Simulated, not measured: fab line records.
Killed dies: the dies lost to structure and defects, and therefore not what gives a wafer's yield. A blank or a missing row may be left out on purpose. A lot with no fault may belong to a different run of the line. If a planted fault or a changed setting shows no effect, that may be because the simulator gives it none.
Which of the tools did it?	flow sky130	Sampling: 13 lots, 39 wafers, 2 of 708 route steps

WHAT EACH GAUGE READ, for each wafer
SKY_SD_P_OVL_MEAS_08. Usual: SD_P_OVL typically reads -1.3 nm, with standard deviation 1.4.
lot	measured	on	SD_P_OVL (nm)	flag
L179	day 25 16:07	overlay-01	-2.2 -2.2 -3.1	
L182	day 26 17:05	overlay-01	-3.0 -3.2 -2.9	
L186	day 28 07:34	overlay-01	1.3 0.8 1.5	
L190	day 29 14:45	overlay-01	-1.4 -1.8 -0.1	
L191	day 29 17:01	overlay-01	-1.9 -1.1 -0.1	
L193	day 30 12:03	overlay-01	-0.5 -3.0 -2.7	
L194	day 30 23:01	overlay-02	-2.1 -2.1 -1.3	
L195	day 31 07:35	overlay-01	-0.2 -0.2 -0.5	
L197	day 31 22:45	overlay-01	-2.8 -3.1 -1.9	
L198	day 31 23:23	overlay-01	-2.3 -1.4 -1.1	
L200	day 32 16:08	overlay-01	0.9 1.3 -1.7	
L201	day 32 20:40	overlay-01	-0.6 0.9 -0.5	
L202	day 33 08:23	overlay-01	-3.6 -0.3 0.0	

EACH LOT AND THE TOOL THAT RAN IT (in order: tool; ch and the chambers of the sampled wafers; start)
lot	SKY_LDD_HVP_STRIP_09
L179	plasma_asher-02 ch 0,1, day 21 19:59
L182	plasma_asher-02 ch 0,1, day 22 21:03
L186	plasma_asher-02 ch 0,1, day 24 12:43
L190	plasma_asher-03 ch 0,1, day 25 21:29
L191	plasma_asher-02 ch 0,1, day 25 23:24
L193	plasma_asher-04 ch 0,1, day 26 20:07
L194	plasma_asher-03 ch 0,1, day 27 05:36
L195	plasma_asher-04 ch 0,1, day 27 14:51
L197	plasma_asher-04 ch 1, day 28 04:51
L198	plasma_asher-04 ch 0,1, day 28 07:03
L200	plasma_asher-03 ch 0,1, day 29 02:14
L201	plasma_asher-03 ch 1, day 29 05:50
L202	plasma_asher-04 ch 0,1, day 29 18:02
- SKY_LDD_HVP_STRIP_09: strips in O2/N2.

AS READ BY THE TOOLS THEMSELVES (means over the sampled wafers that have a number; for cases with no such wafer, the mark the record gives instead)
SKY_LDD_HVP_STRIP_09. Usual: drypump_motor_current_A 5.7 A, standard deviation 0.54; oes_product_au 0.408 a.u., standard deviation 0.005; strip_time_to_endpoint_s 4.136 s, standard deviation 0.016.
lot	tool	drypump_motor_current_A (A)	oes_product_au (a.u.)	strip_time_to_endpoint_s (s)	flag
L179	plasma_asher-02	5.3	0.408	4.136	
L182	plasma_asher-02	5.3	0.407	4.125	
L186	plasma_asher-02	5.3	0.408	4.137	
L190	plasma_asher-03	6.0	0.414	4.154	
L191	plasma_asher-02	5.1	0.410	4.147	
L193	plasma_asher-04	6.2	0.409	4.132	
L194	plasma_asher-03	6.0	0.406	4.136	
L195	plasma_asher-04	5.7	0.409	4.149	
L197	plasma_asher-04	5.3	0.410	4.144	
L198	plasma_asher-04	5.7	0.410	4.163	
L200	plasma_asher-03	6.0	0.403	4.144	
L201	plasma_asher-03	5.9	0.410	4.133	
L202	plasma_asher-04	5.7	0.408	4.131	

THE ANSWER, worked out from the rows above alone
Rule: lot off if the mean of its wafers having a number is beyond 3 standard deviations from the usual mean. Also off: a lot with no number at a reading for which 4 or more lots have one. All remaining lots with rows at the step are treated as sound. After the gauges, taken in route order, come the tools' own readings; for these a lot's mean is taken, as printed above. At the first step where some lot is off, the reading lying furthest off is the one used; lots without a number count as furthest.
Nothing can be told from this: no lot is off at any reading shown.

WHAT WAS PUT IN BY THE SIMULATOR
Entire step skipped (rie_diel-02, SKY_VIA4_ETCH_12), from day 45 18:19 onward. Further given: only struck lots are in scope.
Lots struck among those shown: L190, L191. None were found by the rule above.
